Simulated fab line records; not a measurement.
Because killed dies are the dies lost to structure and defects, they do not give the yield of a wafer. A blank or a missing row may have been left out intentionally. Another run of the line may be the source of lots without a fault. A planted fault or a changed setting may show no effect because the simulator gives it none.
Comparing a struck lot with a sound one    flow sfq-line    42 steps out of a route of 325
Sound: the wafers L266.2, L266.3, L266.5. Wafers L263.1, L263.3, L263.5 were the ones struck. The cause is given at the end.
For every step that has rows: the tool of each side, followed by ch and its chambers, followed by its first start. Under that, the readings that differ: sound wafers    struck wafers    difference of the means    sigmas: that difference in standard deviations of wafers without a fault.
alike: readings with means less than 2 such deviations apart, plus words and numbers identical on both sides. not compared: withheld readings, readings lacking a value on some wafer, bounds such as >300 that could conceal the same value, and numbers that have no deviation in the record and whose values overlap.
Wherever a step has rows on one side only, a row that says differs or no value, or a row with sigmas, the two part there. Non-overlapping numbers with no deviation appear without sigmas and do not part them. Lack of a reading on every wafer of one side parts them only where that side has two or more wafers.

first, 2 steps without rows for these wafers: SFQ_TRILAYER_I0_DEP_PECVD_027 (deposits SiO2 from SiH4/N2O, time 111.11 s, target thk 500 nm); SFQ_TRILAYER_I0_CMP_CMP_028 (polishes SiO2).
SFQ_I0_BOW_MEAS_907:
  struck on film-metro-02, day 13 08:29; sound on film-metro-03, day 19 06:05
  alike: I0_BOW
then, 7 steps without rows for these wafers: SFQ_TRILAYER_I0_METRO_MEASURE_029; SFQ_TRILAYER_I0_VIA_LITHO_COAT_036 (resist thk 62 nm); SFQ_TRILAYER_I0_VIA_LITHO_COAT_031 (resist thk 650 nm); SFQ_TRILAYER_I0_VIA_LITHO_SOFTBAKE_035; SFQ_TRILAYER_I0_VIA_LITHO_EXPOSE_032 (exposes mask I0, target cd 500 nm); SFQ_TRILAYER_I0_VIA_LITHO_PEB_034 (peb time 60 s); SFQ_TRILAYER_I0_VIA_LITHO_DEVELOP_033 (time 60 s).
-- the record jumps here: 5 days lie between the struck wafers' starts before and after --
SFQ_I0_OVL_MEAS_908:
  struck on overlay-01, day 18 00:29; sound on overlay-02, day 19 10:04
reading      sound    struck    difference  sigmas
I0_OVL (nm)  10 7 12  -5 -1 -3  -13         -2
then, 1 step without rows for these wafers: SFQ_TRILAYER_I0_VIA_BARC_OPEN_VIA_ETCH_046 (etches BARC in O2, target depth 125 nm, time 41.7 s).
SFQ_TRILAYER_I0_VIA_ETCH_VIA_ETCH_034: etches SiO2 in CHF3, stops on Nb, target depth 260 nm.
  sound on rie-diel-04 ch 1,3, day 19 10:08; struck on rie-diel-04 ch 0,1,2, day 18 00:34
  no value came back on the struck wafers for bias-w (W), chamber-pressure-mTorr (mTorr), drypump-motor-current-A (A), oes-product-au (a.u.); on the sound wafers bias-w (W) reads 80.57 80.02 80.30
reading                                                  sound              struck         difference  sigmas
model.KrF_of_TRILAYER_I0_VIA_LITHO_COAT_031.thk-nm (nm)  528.6 527.2 527.4  574 572.8 573  +46         
then, 3 steps without rows for these wafers: SFQ_TRILAYER_I0_VIA_STRIP_STRIP_035 (strips in O2); SFQ_TRILAYER_I0_VIA_STRIP_SOLV_CLEAN_036 (cleans in NMP, time 600 s); SFQ_TRILAYER_M1_DEP_PRE_CLEAN_038 (time 22.5 s).
SFQ_TRILAYER_M1_DEP_SPUTTER_037: material Nb, target thk 200 nm, time 133.3 s.
  struck on pvd-sputter-03, day 18 01:29; sound on pvd-sputter-04, day 19 11:04
  alike: throttle-valve-pct
SFQ_M1_RS_MEAS_909: a four-point-probe measurement.
  struck on film-metro-01, day 18 01:34; sound on film-metro-04, day 19 11:10
  alike: M1_NB_RS
then, 6 steps without rows for these wafers: SFQ_TRILAYER_M1_LITHO_COAT_044 (resist thk 62 nm); SFQ_TRILAYER_M1_LITHO_COAT_039 (resist thk 600 nm); SFQ_TRILAYER_M1_LITHO_SOFTBAKE_043; SFQ_TRILAYER_M1_LITHO_EXPOSE_040 (exposes mask M1, target cd 500 nm); SFQ_TRILAYER_M1_LITHO_PEB_042 (peb time 60 s); SFQ_TRILAYER_M1_LITHO_DEVELOP_041 (time 60 s).
-- the record jumps here: 5 days lie between the struck wafers' starts before and after --
SFQ_M1_OVL_MEAS_911:
  struck on overlay-02, day 22 22:56; sound on overlay-02, day 24 12:42
  alike: M1_OVL
SFQ_TRILAYER_M1_BARC_OPEN_METAL_ETCH_054: etches BARC in O2, target depth 125 nm, time 41.7 s.
  sound on rie-metal-02 ch 0, day 24 12:45; struck on rie-metal-02 ch 0,1, day 22 22:59
  alike: bias-w, chamber-pressure-mTorr, drypump-motor-current-A, oes-product-au
  not compared: rf-hours-counter-h
then, 1 step without rows for these wafers: SFQ_TRILAYER_M1_ETCH_METAL_ETCH_042 (etches Nb in Cl2/Ar, stops on SiO2, target depth 240 nm, time 120 s).
SFQ_TRILAYER_M1_STRIP_STRIP_043: strips in O2.
  sound on rie-metal-02 ch 0, day 24 13:18; struck on rie-metal-02 ch 0,1, day 22 23:10
  alike: drypump-motor-current-A, oes-product-au
  not compared: rf-hours-counter-h
then, 1 step without rows for these wafers: SFQ_TRILAYER_M1_STRIP_SOLV_CLEAN_044 (cleans in NMP, time 600 s).
SFQ_TRILAYER_I1_DEP_PECVD_045: deposits SiO2 from SiH4/N2O, time 111.11 s, target thk 500 nm.
  sound on pecvd-03 ch 0,1, day 24 14:28; struck on pecvd-01 ch 0,1, day 22 23:56
  alike: heater-power-w, throttle-valve-pct
then, 1 step without rows for these wafers: SFQ_TRILAYER_I1_CMP_CMP_046 (polishes SiO2).
SFQ_I1_BOW_MEAS_912:
  struck on film-metro-01, day 23 03:01; sound on film-metro-01, day 25 09:26
  alike: I1_BOW
SFQ_TRILAYER_I1_METRO_MEASURE_047:
  struck on film-metro-01, day 23 03:08; sound on film-metro-01, day 25 09:44
  alike: thk-nm
then, 6 steps without rows for these wafers: SFQ_TRILAYER_I1_VIA_LITHO_COAT_054 (resist thk 62 nm); SFQ_TRILAYER_I1_VIA_LITHO_COAT_049 (resist thk 650 nm); SFQ_TRILAYER_I1_VIA_LITHO_SOFTBAKE_053; SFQ_TRILAYER_I1_VIA_LITHO_EXPOSE_050 (exposes mask I1, target cd 500 nm); SFQ_TRILAYER_I1_VIA_LITHO_PEB_052 (peb time 60 s); SFQ_TRILAYER_I1_VIA_LITHO_DEVELOP_051 (time 60 s).
-- the record jumps here: 6 days lie between the struck wafers' starts before and after --
SFQ_I1_OVL_MEAS_913:
  struck on overlay-02, day 29 05:40; sound on overlay-02, day 30 21:16
reading      sound   struck   difference  sigmas
I1_OVL (nm)  6 12 7  -6 -2 0  -11         -2
then, 1 step without rows for these wafers: SFQ_TRILAYER_I1_VIA_BARC_OPEN_VIA_ETCH_071 (etches BARC in O2, target depth 125 nm, time 41.7 s).
-- the record jumps here: 59 days lie between the struck wafers' starts before and after --
SFQ_M8_BOW_MEAS_951:
  struck on film-metro-03, day 87 18:41; sound on film-metro-03, day 90 13:22
reading                  sound              struck             difference  sigmas
model.etest.i0.link-ohm  1.947 1.954 1.944  1e+06 1e+06 1e+06  +1e+06      
  alike: M8_BOW

== WHERE THEY PART ==
First at SFQ_I0_OVL_MEAS_908; last, within this record, at SFQ_I1_OVL_MEAS_913. Later steps at which nothing parts them and some readings are alike: SFQ_M8_BOW_MEAS_951.

WHY: what had been put in by the simulator
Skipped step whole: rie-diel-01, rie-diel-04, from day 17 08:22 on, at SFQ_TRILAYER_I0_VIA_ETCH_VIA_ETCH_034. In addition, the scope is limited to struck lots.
